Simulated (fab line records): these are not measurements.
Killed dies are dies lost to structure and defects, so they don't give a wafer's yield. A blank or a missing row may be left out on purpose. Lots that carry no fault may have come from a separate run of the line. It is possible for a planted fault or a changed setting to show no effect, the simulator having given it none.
Which tool did it? + flow gf180mcu + 11 lots with 33 wafers sampled at 2 steps, on a route of 602 steps

## WHAT THE GAUGES SHOWED, per wafer
GF_V2_RS_MEAS_24: a four-point-probe measurement.
| lot  | measured     | on           | V2_W_RS (ohm/sq)  |
|------|--------------|--------------|-------------------|
| L387 | day 20 16:31 | filmMetro-03 | 0.325 0.326 0.325 |
| L389 | day 21 08:53 | filmMetro-03 | 0.328 0.330 0.330 |
| L390 | day 21 19:57 | filmMetro-02 | 0.323 0.325 0.319 |
| L392 | day 22 02:01 | filmMetro-02 | 0.324 0.325 0.327 |
| L395 | day 23 08:17 | filmMetro-04 | 0.325 0.339 0.341 |
| L396 | day 23 14:19 | filmMetro-02 | 0.326 0.332 0.323 |
| L400 | day 25 03:40 | filmMetro-02 | 0.323 0.581 0.319 |
| L407 | day 27 02:50 | filmMetro-02 | 0.330 0.326 0.323 |
| L408 | day 27 13:49 | filmMetro-03 | 0.331 0.331 0.334 |
| L409 | day 27 16:08 | filmMetro-02 | 0.335 0.326 0.330 |
| L410 | day 27 23:03 | filmMetro-04 | 0.328 0.318 0.326 |

## EACH LOT AND THE TOOL THAT RAN IT (in order: tool; ch and the chambers of the sampled wafers; start)
| lot  | GF_V2_CVD_23                 |
|------|------------------------------|
| L387 | cvdW-01 ch 0,1, day 20 16:24 |
| L389 | cvdW-01 ch 0,1, day 21 08:45 |
| L390 | cvdW-01 ch 0,1, day 21 19:49 |
| L392 | cvdW-01 ch 0,1, day 22 01:54 |
| L395 | cvdW-02 ch 0,1, day 23 08:09 |
| L396 | cvdW-01 ch 0,1, day 23 14:10 |
| L400 | cvdW-01 ch 0,1, day 25 03:34 |
| L407 | cvdW-02 ch 0,1, day 27 02:43 |
| L408 | cvdW-02 ch 0, day 27 13:42   |
| L409 | cvdW-02 ch 0,1, day 27 16:01 |
| L410 | cvdW-02 ch 0,1, day 27 22:56 |
- GF_V2_CVD_23: deposits W, target thk 350 nm, time 104.94 s.

## THE ANSWER, worked out from the rows above alone
Rule: what is usual is taken from the lots themselves. Put in order of their means at a reading, lots are off if they are a third of the lots or fewer, leave a main group of 4 or more, and stand apart from it by a gap of 3 or more times the standard deviation of the main group's means; of several such gaps the widest counts. If all means in a main group match to the digits the tables above print for the reading, that group is not used. Also off: a lot with no number at a reading for which 4 or more lots have one. Any other lot the step has rows for is counted as sound.
Off: L400, seen at GF_V2_RS_MEAS_24 (V2_W_RS). Mean 0.328 ohm/sq and standard deviation 0.0037 in the main group.
If a tool, at a process step before that reading, ran all the lots that are off and no sound lot after the first of them, it fits. Those tools and the gauges at GF_V2_RS_MEAS_24 are tried in the same way. One fits: GF_V2_CVD_23 on cvdW-01. Its last sound lot is L396 (day 23 14:10), its first lot that is off L400 (day 25 03:34): a fault that began between those two fits.

## WHAT WAS PUT IN BY THE SIMULATOR
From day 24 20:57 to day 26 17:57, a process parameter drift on cvdW-01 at GF_V2_CVD_23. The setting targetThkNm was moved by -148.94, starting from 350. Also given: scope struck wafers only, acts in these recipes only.
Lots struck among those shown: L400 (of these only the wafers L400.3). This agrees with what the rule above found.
